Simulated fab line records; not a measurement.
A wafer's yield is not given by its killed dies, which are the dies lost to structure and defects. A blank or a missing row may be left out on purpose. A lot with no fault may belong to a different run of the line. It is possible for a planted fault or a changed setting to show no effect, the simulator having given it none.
Which of the tools did it?	flow sky130	11 lots with 33 wafers sampled at 3 steps, on a route of 708 steps

## WHAT THE GAUGES SHOWED, per wafer
SKY_SD_P_TW_MEAS_11.
lot	measured	on	SD_P_TW
L631	day 26 08:47	film-metro-04	2768 2768 2767
L632	day 26 12:39	film-metro-03	2802 2806 2809
L633	day 27 08:17	film-metro-02	2831 2840 2836
L634	day 27 10:28	film-metro-02	2829 2835 2843
L639	day 28 17:08	film-metro-02	2835 2844 2837
L640	day 29 04:04	film-metro-04	2784 2781 2794
L643	day 30 05:29	film-metro-02	2819 2811 2814
L644	day 30 08:37	film-metro-04	2920 2912 2948
L645	day 31 11:20	film-metro-03	2975 2969 2977
L649	day 32 07:22	film-metro-02	2836 2827 2835
L651	day 32 18:11	film-metro-02	2830 2836 2833

## EACH LOT AND THE TOOL THAT RAN IT (in order: tool; ch and the chambers of the sampled wafers; start)
lot	SKY_SD_P_IMPLANT_09	SKY_SD_P_STRIP_10
L631	implanter-04 ch 0, day 26 08:32	plasma-asher-01 ch 0,1, day 26 08:41
L632	implanter-03 ch 0, day 26 12:24	plasma-asher-01 ch 0,1, day 26 12:33
L633	implanter-01 ch 0, day 27 08:02	plasma-asher-01 ch 0,1, day 27 08:11
L634	implanter-01 ch 0, day 27 10:14	plasma-asher-01 ch 0,1, day 27 10:21
L639	implanter-04 ch 0, day 28 16:53	plasma-asher-03 ch 0,1, day 28 17:02
L640	implanter-04 ch 0, day 29 03:51	plasma-asher-01 ch 0,1, day 29 03:59
L643	implanter-03 ch 0, day 30 05:17	plasma-asher-02 ch 0,1, day 30 05:23
L644	implanter-04 ch 0, day 30 08:23	plasma-asher-03 ch 0,1, day 30 08:30
L645	implanter-04 ch 0, day 31 11:05	plasma-asher-02 ch 0,1, day 31 11:13
L649	implanter-01 ch 0, day 32 07:07	plasma-asher-02 ch 0,1, day 32 07:16
L651	implanter-01 ch 0, day 32 17:57	plasma-asher-02 ch 0,1, day 32 18:04
- SKY_SD_P_IMPLANT_09
- SKY_SD_P_STRIP_10: strips in O2/N2.

## THE ANSWER, worked out from the rows above alone
Rule: usual is defined by the lots themselves. The widest of any qualifying gaps counts: lots, ordered by their means at a reading, are off when they make up no more than a third of the lots, leave a main group of 4 or more, and stand apart from it by 3 or more times the standard deviation of that group's means. If all means in a main group match to the digits the tables above print for the reading, that group is not used. A lot without any number at a reading at which 4 lots or more have one is off too. Any other lot the step has rows for is counted as sound.
Off: L644, L645, at SKY_SD_P_TW_MEAS_11 (SD_P_TW). For the main group the mean is 2817 and the standard deviation 24.
A tool fits if, at a process step before that reading, it ran every lot that is off, and no sound lot after the first of them. Those tools and the gauges at SKY_SD_P_TW_MEAS_11 are tried in the same way. One fits: SKY_SD_P_IMPLANT_09 on implanter-04. A fault onset in the window from L640 (day 29 03:51, its last sound lot) to L644 (day 30 08:23, its first lot off) fits.

## WHAT THE SIMULATOR PUT IN
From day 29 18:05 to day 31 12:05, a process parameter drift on implanter-04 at SKY_SD_P_IMPLANT_09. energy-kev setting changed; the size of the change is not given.
Lots struck among those shown: L644, L645. The rule above found the same.
